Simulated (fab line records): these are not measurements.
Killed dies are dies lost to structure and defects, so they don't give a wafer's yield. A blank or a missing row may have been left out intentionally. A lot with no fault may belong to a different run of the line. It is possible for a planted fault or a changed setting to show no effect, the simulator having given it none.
Split-lot trial | flow sky130 | on a route of 708 steps: 5 lots, 23 wafers read

== THE SPLIT ==
At SKY_LDD_HVN_IMPLANT_08, the setting energy_kev was moved away from the recipe's 60 on 5 of the 23 wafers read, by -1.7% to +1.9%. For the rest of the wafers, this setting stayed at what the recipe calls for.

The split's own step is where the reading is taken.

== THE READING ==
The simulator's own value implant.drp_nm, read by no gauge, in nm at SKY_LDD_HVN_IMPLANT_08. The file does not state a usual value for it.

wafer  | tool, chamber at the split | energy_kev as run | against the recipe | implant.drp_nm, nm | against lot-mates on the recipe
L076.1 | implanter-03, 0            | 60                | recipe             | 28.15              | -
L076.2 | implanter-03, 0            | 60                | recipe             | 28.15              | -
L076.3 | implanter-03, 0            | 60                | recipe             | 28.15              | -
L076.4 | implanter-03, 0            | 60                | recipe             | 28.15              | -
L076.5 | implanter-03, 0            | 60                | recipe             | 28.15              | -
L078.2 | implanter-02, 0            | 60                | recipe             | 28.15              | -
L078.5 | implanter-02, 0            | 60                | recipe             | 28.15              | -
L078.6 | implanter-02, 0            | 60                | recipe             | 28.15              | -
L079.2 | implanter-02, 0            | 60                | recipe             | 28.15              | -
L079.6 | implanter-02, 0            | 60                | recipe             | 28.15              | -
L079.3 | implanter-02, 0            | 58.97             | -1.7%              | 27.73              | -0.42
L079.4 | implanter-02, 0            | 58.97             | -1.7%              | 27.73              | -0.42
L079.5 | implanter-02, 0            | 58.97             | -1.7%              | 27.73              | -0.42
L080.1 | implanter-04, 0            | 60                | recipe             | 28.15              | -
L080.2 | implanter-04, 0            | 60                | recipe             | 28.15              | -
L080.3 | implanter-04, 0            | 60                | recipe             | 28.15              | -
L080.4 | implanter-04, 0            | 60                | recipe             | 28.15              | -
L080.5 | implanter-04, 0            | 60                | recipe             | 28.15              | -
L085.1 | implanter-04, 0            | 61.13             | +1.9%              | 28.61              | +0.46
L085.5 | implanter-04, 0            | 61.13             | +1.9%              | 28.61              | +0.46
L085.2 | implanter-04, 0            | 60                | recipe             | 28.15              | -
L085.3 | implanter-04, 0            | 60                | recipe             | 28.15              | -
L085.6 | implanter-04, 0            | 60                | recipe             | 28.15              | -

FIT RESULTS
A straight line over all 23 wafers: implant.drp_nm changes by +0.244 nm for each +1% of energy_kev; r = +1.00; the points scatter about the line by 0.00016 nm.
The same after taking each lot's own level away (the mean of its wafers on the recipe; 23 wafers): +0.244 nm for each +1%; r = +1.00; scatter 0.00016 nm.
Per that fit: largest energy_kev move, reading shift of 0.46 nm.
The lots' own levels span 28.150 to 28.150 nm.
The two slopes agree, so the slope changes little with the lot-to-lot level.
Check: +0.46 nm against its lot-mates is what the line predicts for one of the wafers moved furthest among these (+1.9%) when that wafer is left out of the fit. Against them it came out at +0.46 nm.

== THESE WAFERS: OTHER SPLITS ==
Note: prior to the reading, these wafers also went through further splits. Each is held against what the fit with the lots' levels taken away leaves over:
other split on the same wafers  | wafers away from the commonest value | r with implant.drp_nm (lot level and that fit taken away)
SKY_POLY_GATE_ETCH_16 bias_w    | 9                                    | +0.23
SKY_LDD_P_SOFTBAKE_03 temp_c    | 10                                   | -0.31
SKY_LDD_P_DEVELOP_06 dev_temp_c | 7                                    | +0.36

== THE FILE'S OWN FIT ==
implant.drp_nm changes by +0.242 nm for each +1% of energy_kev, r = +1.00.
